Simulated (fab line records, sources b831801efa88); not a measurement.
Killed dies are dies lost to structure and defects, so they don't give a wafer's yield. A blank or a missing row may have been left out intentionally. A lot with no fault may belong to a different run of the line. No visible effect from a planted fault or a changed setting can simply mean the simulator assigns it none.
Struck lot and sound lot, side by side | flow sky130 | 44 steps out of a route of 708
Sound: wafers L468.1, L468.2, L468.6. Struck: wafer L470.5 (L470.1, L470.2, from the same lot, were not struck and are left out); the cause is given at the end.
For every step that has rows: the tool of each side, followed by ch and its chambers, followed by its first start. Under that, the readings that differ: sound wafers | struck wafers | difference of the means | sigmas: that difference in standard deviations of wafers without a fault.
alike: readings with means less than 2 such deviations apart, plus words and numbers identical on both sides. not compared: withheld readings, readings lacking a value on some wafer, bounds such as >300 that could conceal the same value, and numbers that have no deviation in the record and whose values overlap.
A row with sigmas, a row that says differs or no value, or rows on one side alone: a step with any of these is where the two part. Numbers that don't overlap but have no deviation are shown without sigmas and don't part them. A reading missing from all wafers of one side parts the sides only when that side holds two or more wafers.

first, 2 steps without rows for these wafers: SKY_VIA2_CLEAN_18 (cleans in IPA, time 180 s); SKY_VIA2_CLEAN_19 (cleans in O3/DIW).
SKY_VIA2_SPUTTER_20: material TiN, target thk 20 nm, time 80 s.
  sound on pvd sputter-03, day 36 02:04; struck on pvd sputter-04, day 36 20:27
  alike: throttle valve pct
then, 1 step without rows for these wafers: SKY_VIA2_CVD_21 (deposits W, target thk 420 nm, time 126.4 s).
SKY_VIA2_RS_MEAS_22: measures by four-point-probe.
  sound on film metro-02, day 36 02:16; struck on film metro-01, day 36 20:38
  alike: VIA2_W_RS
SKY_VIA2_THK_MEAS_23: measures by xrf.
  sound on film metro-02, day 36 02:23; struck on film metro-01, day 36 20:46
  alike: VIA2_W_THK
then, 2 steps without rows for these wafers: SKY_VIA2_CMP_24 (polishes, stops on SiO2, t overpolish 20 s, target thk 0 nm); SKY_METAL3_SPUTTER_00 (material Ti, target thk 15 nm, time 10 s).
SKY_METAL3_SPUTTER_01: material TiN, target thk 20 nm, time 16.7 s.
  sound on pvd sputter-04, day 36 02:53; struck on pvd sputter-04, day 36 21:09
  alike: throttle valve pct
SKY_METAL3_SPUTTER_02: material AlCu, target thk 735 nm, time 39.1 s.
  sound on pvd sputter-04, day 36 02:55; struck on pvd sputter-04, day 36 21:10
  alike: throttle valve pct
then, 1 step without rows for these wafers: SKY_METAL3_SPUTTER_03 (material Ti, target thk 5 nm, time 3.3 s).
SKY_METAL3_SPUTTER_04: material TiN, target thk 70 nm, time 58.3 s.
  sound on pvd sputter-04, day 36 02:58; struck on pvd sputter-04, day 36 21:14
  alike: throttle valve pct
SKY_CAPM_CVD_00: deposits SiO2, target thk 15.5 nm.
  sound on pecvd-01 ch 0,2, day 36 03:01; struck on pecvd-04 ch 0, day 36 21:17
  reading                               | sound             | struck | difference | sigmas
  rf fwd power W (W)                    | 441.0 440.0 439.6 | 369.9  | -70.3      | -39
  model.SiO2_of_CAPM_CVD_00.thk nm (nm) | 15.46 15.4 15.74  | 14.78  | -0.75      |
  alike: heater power w
SKY_CAPM_THK_MEAS_01:
  sound on film metro-04, day 36 03:02; struck on film metro-03, day 36 21:18
  reading              | sound             | struck | difference | sigmas
  CAPM_CVD_00_THK (nm) | 15.45 15.38 15.78 | 14.80  | -0.74      | -3
then, 1 step without rows for these wafers: SKY_CAPM_SPUTTER_02 (material TiN, target thk 200 nm, time 166.7 s).
SKY_CAPM_RS_MEAS_03: measures by four-point-probe.
  sound on film metro-02, day 36 03:12; struck on film metro-04, day 36 21:28
  alike: CAPM_TIN_RS
SKY_CAPM_THK_MEAS_04: measures by xrf.
  sound on film metro-02, day 36 03:19; struck on film metro-04, day 36 21:35
  alike: CAPM_TIN_THK
then, 7 steps without rows for these wafers: SKY_CAPM_DEHYDRATE_05 (time 60 s); SKY_CAPM_HMDS_06 (prime time 60 s); SKY_CAPM_COAT_07 (resist thk 1140 nm); SKY_CAPM_SOFTBAKE_08 (time 60 s); SKY_CAPM_EXPOSE_09 (exposes mask CAPM, target cd 1000 nm); SKY_CAPM_PEB_10; SKY_CAPM_DEVELOP_11 (develop time 60 s).
SKY_CAPM_OVL_MEAS_12:
  sound on overlay-01, day 37 05:19; struck on overlay-01, day 37 22:28
  alike: CAPM_OVL
then, 1 step without rows for these wafers: SKY_CAPM_METAL_ETCH_13 (etches TiN in Cl2/BCl3, stops on SiO2, target depth 220 nm, time 62.9 s).
SKY_CAPM_STRIP_14: strips in O2/N2.
  sound on plasma asher-04 ch 0,1, day 37 05:25; struck on plasma asher-03 ch 0, day 37 22:34
  alike: drypump motor current A, oes product au, strip time to endpoint s
  not compared: rf hours counter h
then, 11 steps without rows for these wafers: SKY_CAPM_STRIP_15 (strips in post etch residue remover, time 1200 s); SKY_CAPM_CLEAN_16 (cleans in IPA, time 180 s); SKY_CAPM_CLEAN_17 (cleans in O3/DIW); SKY_METAL3_DEHYDRATE_05 (time 60 s); SKY_METAL3_HMDS_06 (prime time 60 s); SKY_METAL3_COAT_07 (resist thk 60 nm); SKY_METAL3_COAT_08 (resist thk 1140 nm); SKY_METAL3_SOFTBAKE_09 (time 90 s); SKY_METAL3_EXPOSE_10 (exposes mask MM3, target cd 300 nm); SKY_METAL3_PEB_11; SKY_METAL3_DEVELOP_12 (develop time 60 s).
SKY_METAL3_CD_MEAS_13 targets a cd of 300 nm.
  sound on cd sem-02, day 38 06:47; struck on cd sem-01, day 39 00:27
  alike: cd nm
SKY_METAL3_OVL_MEAS_14:
  sound on overlay-01, day 38 06:54; struck on overlay-02, day 39 00:34
  alike: METAL3_OVL
then, 2 steps without rows for these wafers: SKY_METAL3_DESCUM_15 (chemistry O2, time 8 s); SKY_METAL3_ETCH_16 (etches BARC in N2/H2, stops on SiO2, time 88.2 s, target depth 60 nm).
SKY_METAL3_ETCH_17: etches SiO2 in C4F8/O2/Ar, stops on TiN, time 3.9 s, target depth 15 nm.
  sound on rie diel-03 ch 0,3, day 38 07:04; struck on rie diel-02 ch 1, day 39 00:44
  reading               | sound             | struck | difference | sigmas
  oes product au (a.u.) | 0.751 0.759 0.751 | 0.739  | -0.015     | -2
  not compared: rf hours counter h
-- the record jumps here: 7 days lie between the struck wafers' starts before and after (it left off in module METAL3 and takes up again in module PAD_OPEN, whose first step shown is number 708 of the route) --
SKY_PAD_OPEN_PROBE_99:
  sound on prober-02, day 45 08:07; struck on prober-02, day 45 20:16
  reading                      | sound             | struck | difference | sigmas
  killed_at_M4_up              | 4 7 3             | 0      | -5         | -3
  sort_bin_5_function (%)      | 8.5 10.8 10.6     | 13.4   | +3.4       | +2
  model.etest.cap mim.bv v (V) | 14.11 13.14 14.72 | 13.13  | -0.86      |
  model.etest.cap mim.c ff um2 | 2.351 2.362 2.301 | 2.481  | +0.143     |
  alike: defect limited yield, killed_at_M0_to_M3, killed at contacts, killed at front end, killed at other, killed dies, killed open, killed short, sort_bin_3_pad_short, sort_bin_6_memory, sort n pass, sort yield pct
  not compared: model.etest.cap mim.leak log10 a cm2

== WHERE THEY PART ==
Earliest at SKY_CAPM_CVD_00; latest, in this record, at SKY_PAD_OPEN_PROBE_99.

WHY: what had been put in by the simulator
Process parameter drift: pecvd-04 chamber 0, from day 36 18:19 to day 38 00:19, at SKY_CAPM_CVD_00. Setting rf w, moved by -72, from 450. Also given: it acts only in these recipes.
